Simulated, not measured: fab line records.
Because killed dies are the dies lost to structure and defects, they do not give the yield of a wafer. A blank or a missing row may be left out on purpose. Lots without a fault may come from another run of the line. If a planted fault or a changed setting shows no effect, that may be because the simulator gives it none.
Struck lot and sound lot, side by side || flow sky130 || 21 out of 708 route steps
Sound: these wafers, L833.1, L833.2, L833.4. Struck: wafer L835.6. (L835.1, L835.4 of the same lot were not struck and are left out.) The cause comes at the end.
Each step with rows lists, per side, the tool, then ch with its chambers, then its first start. Under that, the readings that differ: sound wafers || struck wafers || difference of the means || sigmas: that difference in standard deviations of wafers without a fault.
alike: same words and numbers on both sides, and readings whose means sit less than 2 such deviations apart. not compared: any withheld reading, any reading some wafer has no value for, any bound like >300 that may hide the same value, and any number with overlapping values for which the record gives no deviation.
Wherever a step has rows on one side only, a row that says differs or no value, or a row with sigmas, the two part there. Numbers that have no deviation but don't overlap get no sigmas and don't part them. Lack of a reading on every wafer of one side parts them only where that side has two or more wafers.

first, 4 steps without rows for these wafers: SKY_METAL2_STRIP_21 (strips in post etch residue remover, time 1200 s); SKY_METAL2_CLEAN_22 (cleans in IPA, time 180 s); SKY_METAL2_CLEAN_23 (cleans in O3/DIW); SKY_VIA2_HDPCVD_00 (deposits SiO2, target thk 1180 nm, time 196.7 s).
SKY_VIA2_THK_MEAS_01:
  sound on filmMetro-04 at day 35 23:31; struck on filmMetro-02 at day 36 23:17
  alike: VIA2_HDPCVD_THK
SKY_VIA2_CMP_02: polishes SiO2.
  sound on cmp-01 ch 0,1,2, day 35 23:37; struck on cmp-01 ch 0, day 36 23:24
  alike: motorCurrentA
SKY_VIA2_BOW_MEAS_03:
  sound on filmMetro-01 at day 35 23:52; struck on filmMetro-01 at day 36 23:39
  alike: VIA2_BOW
then, 5 steps without rows for these wafers: SKY_VIA2_DEHYDRATE_04 (time 60 s); SKY_VIA2_HMDS_05 (prime time 60 s); SKY_VIA2_COAT_06 (resist thk 60 nm); SKY_VIA2_COAT_07 (resist thk 450 nm); SKY_VIA2_SOFTBAKE_08 (time 90 s).
SKY_VIA2_EXPOSE_09: exposes mask VIM2, target cd 200 nm.
  sound on krfScanner-02 ch 0, day 36 13:02; struck on krfScanner-02 ch 0, day 37 13:02
  alike: mask, exposureDoseMJCm2, focusOffsetNm
then, 2 steps without rows for these wafers: SKY_VIA2_PEB_10; SKY_VIA2_DEVELOP_11 (develop time 60 s).
SKY_VIA2_CD_MEAS_12: target cd 200 nm.
  sound on cdSem-02 at day 37 02:23; struck on cdSem-02 at day 38 01:23
{"reading": "cdNm (nm)", "sound": "197.5 196.3 197.9", "struck": 188.2, "difference": -9.0, "sigmas": -6}
SKY_VIA2_OVL_MEAS_13:
  sound on overlay-02 at day 37 02:31; struck on overlay-02 at day 38 01:31
  alike: VIA2_OVL
SKY_VIA2_ETCH_14: etches BARC in N2/H2, stops on SiO2, time 45.9 s, target depth 60 nm.
  sound on rieDiel-04 ch 0,2, day 37 02:32; struck on rieDiel-03 ch 2, day 38 01:32
{"reading": "throttleValvePct (%)", "sound": "13.229 13.219 13.246", "struck": 13.207, "difference": -0.024, "sigmas": -3}
{"reading": "model.VIA2.cdNm (nm)", "sound": "197.9 195.4 197.3", "struck": 188.5, "difference": -8.4, "sigmas": ""}
  alike: drypumpMotorCurrentA, oesProductAu
  not compared: rfHoursCounterH
SKY_VIA2_ETCH_15: etches SiO2 in C4F8/O2/Ar, stops on TiN, target depth 546 nm, time 84 s.
  sound on rieDiel-04 ch 0,2, day 37 02:35; struck on rieDiel-03 ch 2, day 38 01:35
{"reading": "model.VIA2.cdNm (nm)", "sound": "197.1 193.2 194.7", "struck": 182.5, "difference": -12.5, "sigmas": ""}
  alike: oesProductAu
  not compared: rfHoursCounterH
SKY_VIA2_STRIP_16: strips in O2/N2.
  sound on plasmaAsher-01 ch 0,1, day 37 02:39; struck on plasmaAsher-02 ch 0, day 38 01:39
  alike: drypumpMotorCurrentA, oesProductAu, stripTimeToEndpointS
  not compared: rfHoursCounterH
-- the record jumps here: 9 days lie between the struck wafers' starts before and after (it left off in module VIA2 and takes up again in module PAD_OPEN, whose first step shown is number 708 of the route) --
SKY_PAD_OPEN_PROBE_99:
  sound on prober-01 at day 46 08:26; struck on prober-02 at day 47 03:50
{"reading": "model.etest.via2Chain.rcOhm", "sound": "10.7 10.87 10.66", "struck": 12.04, "difference": "+1.30", "sigmas": ""}
  alike: defectLimitedYield, killed_at_M0_to_M3, killed_at_M4_up, killedAtContacts, killedAtFrontEnd, killedAtOther, killedDies, killedOnRim, killedOpen, killedShort, sort_bin_3_pad_short, sort_bin_5_function, sort_bin_6_memory, sortNPass, sortYieldPct

WHERE THEY PART
First at SKY_VIA2_CD_MEAS_12; last, within this record, at SKY_VIA2_ETCH_14. Later steps at which nothing parts them and some readings are alike: SKY_VIA2_ETCH_15, SKY_VIA2_STRIP_16, SKY_PAD_OPEN_PROBE_99.

WHY: whatever the simulator had introduced
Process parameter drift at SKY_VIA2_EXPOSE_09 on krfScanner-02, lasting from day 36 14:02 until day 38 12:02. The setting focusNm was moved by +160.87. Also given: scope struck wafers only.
